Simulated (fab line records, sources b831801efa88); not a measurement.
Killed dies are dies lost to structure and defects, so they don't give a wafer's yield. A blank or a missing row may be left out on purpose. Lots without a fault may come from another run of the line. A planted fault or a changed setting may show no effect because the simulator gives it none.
Tool commonality check | flow gf180mcu | 12 lots, 36 wafers sampled

WHY IT WAS OPENED
At GF_V2_THK_MEAS_01 the reading V2_CVD_00_THK is flagged on 3 of 12 lots. Wafers without a fault read 600 nm, standard deviation 6.1.
Rule: a lot is flagged when every wafer of it that has a number lies more than 4 standard deviations from that mean, or none has a number. The other lots count as sound.

lot  | measured     | on            | V2_CVD_00_THK (nm), wafer by wafer | flag
L870 | day 19 04:47 | film_metro-04 | 603 595 607                        |
L871 | day 19 13:33 | film_metro-04 | 593 597 599                        |
L874 | day 20 17:16 | film_metro-04 | 597 592 594                        |
L876 | day 21 15:38 | film_metro-04 | 587 595 593                        |
L877 | day 21 20:37 | film_metro-01 | 603 600 603                        |
L878 | day 22 08:47 | film_metro-04 | 594 601 603                        |
L884 | day 24 10:28 | film_metro-01 | 593 600 598                        |
L885 | day 24 12:48 | film_metro-04 | 477 472 478                        | FLAGGED
L886 | day 25 03:43 | film_metro-02 | 480 479 491                        | FLAGGED
L887 | day 25 06:01 | film_metro-04 | 481 474 472                        | FLAGGED
L891 | day 26 11:31 | film_metro-04 | 600 600 601                        |
L893 | day 27 07:08 | film_metro-01 | 606 602 607                        |
The numbers of the flagged lots are 478 nm on average: -122 nm against the usual, or -20 standard deviations.

WHICH TOOL RAN EACH LOT
The record holds 2 process steps before the reading, out of a route of 602 steps. In each cell: the tool, then ch and the chambers that the sampled wafers went through, then the start.
lot  | flag    | GF_V1_CMP_26                  | GF_V2_CVD_00
L870 |         | cmp-01 ch 0,2,3, day 18 03:36 | hdpcvd-01 ch 0,2, day 19 04:43
L871 |         | cmp-01 ch 0,3, day 18 11:21   | hdpcvd-01 ch 0,2, day 19 13:28
L874 |         | cmp-02 ch 0,2,3, day 19 14:18 | hdpcvd-02 ch 0,2, day 20 17:11
L876 |         | cmp-01 ch 0,1,2, day 20 14:39 | hdpcvd-02 ch 1,2, day 21 15:34
L877 |         | cmp-01 ch 1,2,3, day 20 19:12 | hdpcvd-01 ch 0, day 21 20:31
L878 |         | cmp-01 ch 0,1,2, day 21 07:29 | hdpcvd-02 ch 0,1,2, day 22 08:43
L884 |         | cmp-01 ch 0,3, day 23 10:28   | hdpcvd-02 ch 0,1, day 24 10:22
L885 | FLAGGED | cmp-01 ch 0,1,2, day 23 13:18 | hdpcvd-01 ch 0,1, day 24 12:42
L886 | FLAGGED | cmp-02 ch 0,1,3, day 24 04:15 | hdpcvd-01 ch 0,1,2, day 25 03:38
L887 | FLAGGED | cmp-01 ch 1,2, day 24 07:09   | hdpcvd-01 ch 0,2, day 25 05:57
L891 |         | cmp-02 ch 0,3, day 25 13:04   | hdpcvd-02 ch 0,2, day 26 11:26
L893 |         | cmp-01 ch 0,2, day 26 09:11   | hdpcvd-02 ch 0,1,2, day 27 07:03
What these steps do:
- GF_V1_CMP_26: polishes, stops on SiO2, t overpolish 15 s, target thk 0 nm.
- GF_V2_CVD_00: deposits SiO2, target thk 600 nm, time 100 s.
- GF_V2_THK_MEAS_01

FLAGGED OVER TOTAL, TOOL BY TOOL (the gauges that took the reading come last)
step              | tool          | lots run | flagged | share of the flagged lots | sound lots run after its first flagged lot
GF_V1_CMP_26      | cmp-01        | 9        | 2       | some                      | 1 (L893)
GF_V1_CMP_26      | cmp-02        | 3        | 1       | some                      | 1 (L891)
GF_V2_CVD_00      | hdpcvd-01     | 6        | 3       | all                       | 0
GF_V2_CVD_00      | hdpcvd-02     | 6        | 0       | none                      | -
GF_V2_THK_MEAS_01 | film_metro-01 | 3        | 0       | none                      | -
GF_V2_THK_MEAS_01 | film_metro-02 | 1        | 1       | some                      | 0
GF_V2_THK_MEAS_01 | film_metro-04 | 8        | 2       | some                      | 1 (L891)

WHAT THE TABLE ALLOWS
1 row of the table ran every flagged lot: hdpcvd-01 at GF_V2_CVD_00.
- hdpcvd-01 at GF_V2_CVD_00: 3 of its 6 lots flagged. Its last sound lot is L877 (day 21 20:31), its first flagged lot L885 (day 24 12:42): a fault that began between those two fits. Its own readings lie more than 4 standard deviations out on every wafer of the flagged lots: sih4_flow_sccm.
One tool is left: hdpcvd-01 at GF_V2_CVD_00.

WHAT THE SIMULATOR HAD PUT IN
Process parameter drift: hdpcvd-01, from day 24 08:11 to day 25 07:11, at GF_V2_CVD_00. Setting sih4_flow_sccm, moved by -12, from 60. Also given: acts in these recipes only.
Lots struck among those shown: L885, L886, L887. The rule above found the same.
